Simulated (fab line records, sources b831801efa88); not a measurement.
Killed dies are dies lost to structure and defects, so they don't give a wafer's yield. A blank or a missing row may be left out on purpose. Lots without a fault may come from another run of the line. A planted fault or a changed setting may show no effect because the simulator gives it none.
Split-lot experiment | flow sfq_line | 5 lots, 27 wafers read, on a route of 325 steps

THE SPLIT
At SFQ_TRILAYER_M6_ETCH_METAL_ETCH_162 (etches Nb in Cl2/Ar, stops on SiO2, target depth 240 nm, time 120 s), the setting time_s was moved away from the recipe's 120 s on 12 of the 27 wafers read, by -44.0% to +54.8%. The other wafers ran this setting at the recipe's value.

The reading is taken at the split's own step.

THE READING
KrF_of_TRILAYER_M6_LITHO_COAT_159.thk_nm (the simulator's own value, which no gauge read), in nm, at SFQ_TRILAYER_M6_ETCH_METAL_ETCH_162 (etches Nb in Cl2/Ar, stops on SiO2, target depth 240 nm, time 120 s). The file gives no usual value for it. The 15 wafers here that ran the recipe average 380.7 nm, standard deviation 3.5 nm.

wafer  | tool, chamber at the split | time_s as run, s | against the recipe | KrF_of_TRILAYER_M6_LITHO_COAT_159.thk_nm, nm | against lot-mates on the recipe
L077.1 | rie_metal-02, 1            | 185.8            | +54.8%             | 300.3                                        | -80.3
L077.2 | rie_metal-02, 0            | 185.8            | +54.8%             | 304                                          | -76.6
L077.3 | rie_metal-02, 1            | 120              | recipe             | 380.7                                        | -
L077.4 | rie_metal-02, 0            | 185.8            | +54.8%             | 308.4                                        | -72.2
L077.5 | rie_metal-02, 0            | 120              | recipe             | 382.6                                        | -
L077.6 | rie_metal-02, 1            | 120              | recipe             | 378.4                                        | -
L079.1 | rie_metal-04, 1            | 120              | recipe             | 378.9                                        | -
L079.2 | rie_metal-04, 0            | 171.6            | +43.0%             | 323.2                                        | -58.8
L079.3 | rie_metal-04, 1            | 120              | recipe             | 384.9                                        | -
L079.4 | rie_metal-04, 0            | 171.6            | +43.0%             | 322.2                                        | -59.8
L079.5 | rie_metal-04, 1            | 120              | recipe             | 382.3                                        | -
L079.6 | rie_metal-04, 0            | 171.6            | +43.0%             | 322.4                                        | -59.6
L080.1 | rie_metal-02, 0            | 120              | recipe             | 381.8                                        | -
L080.2 | rie_metal-02, 1            | 67.24            | -44.0%             | 442.8                                        | +61.0
L080.3 | rie_metal-02, 1            | 67.24            | -44.0%             | 442.7                                        | +60.9
L080.4 | rie_metal-02, 0            | 67.24            | -44.0%             | 444                                          | +62.2
L080.5 | rie_metal-02, 1            | 120              | recipe             | 380.1                                        | -
L080.6 | rie_metal-02, 0            | 120              | recipe             | 383.5                                        | -
L081.1 | rie_metal-03, 1            | 120              | recipe             | 372.6                                        | -
L081.2 | rie_metal-03, 0            | 178.7            | +48.9%             | 311.1                                        | -64.4
L081.3 | rie_metal-03, 1            | 178.7            | +48.9%             | 299.3                                        | -76.2
L081.4 | rie_metal-03, 0            | 120              | recipe             | 380.1                                        | -
L081.5 | rie_metal-03, 0            | 178.7            | +48.9%             | 309.7                                        | -65.8
L081.6 | rie_metal-03, 1            | 120              | recipe             | 373.9                                        | -
L084.1 | rie_metal-02, 0            | 120              | recipe             | 385.4                                        | -
L084.2 | rie_metal-02, 1            | 120              | recipe             | 382.1                                        | -
L084.6 | rie_metal-02, 1            | 120              | recipe             | 382.8                                        | -

THE FIT
A straight line over all 27 wafers: KrF_of_TRILAYER_M6_LITHO_COAT_159.thk_nm changes by -1.42 nm for each +1% of time_s; r = -1.00; the points scatter about the line by 4 nm.
The same after taking each lot's own level away (the mean of its wafers on the recipe; 27 wafers): -1.39 nm for each +1%; r = -1.00; scatter 2.8 nm.
On that fit, the largest move of time_s shifts the reading by 76 nm.
The lots' own levels span 375.53 to 383.43 nm, that is 2.3 times the standard deviation above.
So the lot-to-lot level changes the slope little: the two slopes agree.
Check: with one of the wafers moved furthest among these (+54.8%) left out of the fit, the line predicts -76 nm for it against its lot-mates. It came out at -80.3 nm against them.

OTHER SPLITS ON THESE WAFERS
These wafers also went through other splits before the reading. Each is held against what the fit with the lots' levels taken away leaves over:
other split on the same wafers                  | wafers away from the commonest value | r with KrF_of_TRILAYER_M6_LITHO_COAT_159.thk_nm (lot level and that fit taken away)
SFQ_TRILAYER_JJ_TRILAYER_DEP_SPUTTER_110 time_s | 9                                    | -0.09
SFQ_TRILAYER_R5_BARC_OPEN_METAL_ETCH_177 time_s | 12                                   | -0.02
SFQ_TRILAYER_A5C_DEP_PECVD_142 time_s           | 9                                    | +0.14

THE WHOLE CHAIN: every reading that the file lists as answering this split, in the file's order
step                                | what it does                                                        | reading                                                                                   | change (the file's fit)                                                              | r (the file's)
SFQ_TRILAYER_M6_ETCH_METAL_ETCH_162 | etches Nb in Cl2/Ar, stops on SiO2, target depth 240 nm, time 120 s | KrF_of_TRILAYER_M6_LITHO_COAT_159.thk_nm (the simulator's own value, which no gauge read) | -1.4 nm for each +1% of the setting                                                  | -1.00
SFQ_TRILAYER_M6_ETCH_METAL_ETCH_162 | etches Nb in Cl2/Ar, stops on SiO2, target depth 240 nm, time 120 s | M6.feature_depth_nm (the simulator's own value, which no gauge read)                      | not straight: 134.1 at the lowest setting, 192.5 at the recipe, 204.7 at the highest | not given

THE FILE'S OWN FIT
KrF_of_TRILAYER_M6_LITHO_COAT_159.thk_nm changes by -1.4 nm for each +1% of time_s, r = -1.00.
